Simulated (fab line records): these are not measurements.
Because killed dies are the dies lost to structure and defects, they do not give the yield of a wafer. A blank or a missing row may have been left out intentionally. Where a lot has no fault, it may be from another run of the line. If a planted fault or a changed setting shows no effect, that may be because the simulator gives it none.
The tool behind it: which one? | flow sky130 | Sampling: 6 lots, 18 wafers, 4 of 708 route steps

WHAT THE GAUGES SHOWED, per wafer
SKY_NWELL_TW_MEAS_26.
lot  | measured     | on            | NWELL_2_TW
L653 | day 6 02:31  | film metro-01 | 502 503 499
L657 | day 7 02:32  | film metro-01 | 505 505 503
L664 | day 8 20:36  | film metro-04 | 496 497 495
L666 | day 9 15:48  | film metro-03 | 501 502 503
L669 | day 10 03:12 | film metro-01 | 503 504 507
L673 | day 11 10:42 | film metro-01 | 499 501 498

WHAT TOOL EACH LOT RAN ON (gives the tool, then ch and the chambers of the sampled wafers, and finally the start)
lot  | SKY_DNWELL_COAT_02               | SKY_DNWELL_STRIP_08                 | SKY_PWDE_STRIP_09
L653 | litho track-02 ch 0, day 3 13:47 | plasma asher-03 ch 0,1, day 3 21:49 | plasma asher-01 ch 0,1, day 4 14:44
L657 | litho track-02 ch 0, day 4 11:22 | plasma asher-02 ch 0,1, day 4 20:04 | plasma asher-04 ch 0,1, day 5 13:22
L664 | litho track-01 ch 0, day 5 22:24 | plasma asher-03 ch 0, day 6 07:58   | plasma asher-01 ch 0,1, day 7 02:47
L666 | litho track-02 ch 0, day 6 15:19 | plasma asher-01 ch 0,1, day 7 00:49 | plasma asher-01 ch 0,1, day 7 20:53
L669 | litho track-01 ch 0, day 7 00:55 | plasma asher-02 ch 0,1, day 7 11:31 | plasma asher-04 ch 0,1, day 8 08:59
L673 | litho track-01 ch 0, day 8 04:06 | plasma asher-02 ch 0,1, day 8 15:22 | plasma asher-02 ch 0,1, day 9 12:48
- SKY_DNWELL_COAT_02: resist thk 3000 nm.
- SKY_DNWELL_STRIP_08: strips in O2/N2.
- SKY_PWDE_STRIP_09: strips in O2/N2.

THE ANSWER, worked out from the rows above alone
Rule: usual is defined by the lots themselves. Put in order of their means at a reading, lots are off if they are a third of the lots or fewer, leave a main group of 4 or more, and stand apart from it by a gap of 3 or more times the standard deviation of the main group's means; of several such gaps the widest counts. The tables above print the reading to a certain number of digits; a main group whose means all agree to those digits is not used. A lot without any number at a reading at which 4 lots or more have one is off too. The other lots that the step has rows for count as sound.
No lot is off on any of the readings shown, so nothing can be concluded from this.

WHAT THE SIMULATOR HAD INSERTED
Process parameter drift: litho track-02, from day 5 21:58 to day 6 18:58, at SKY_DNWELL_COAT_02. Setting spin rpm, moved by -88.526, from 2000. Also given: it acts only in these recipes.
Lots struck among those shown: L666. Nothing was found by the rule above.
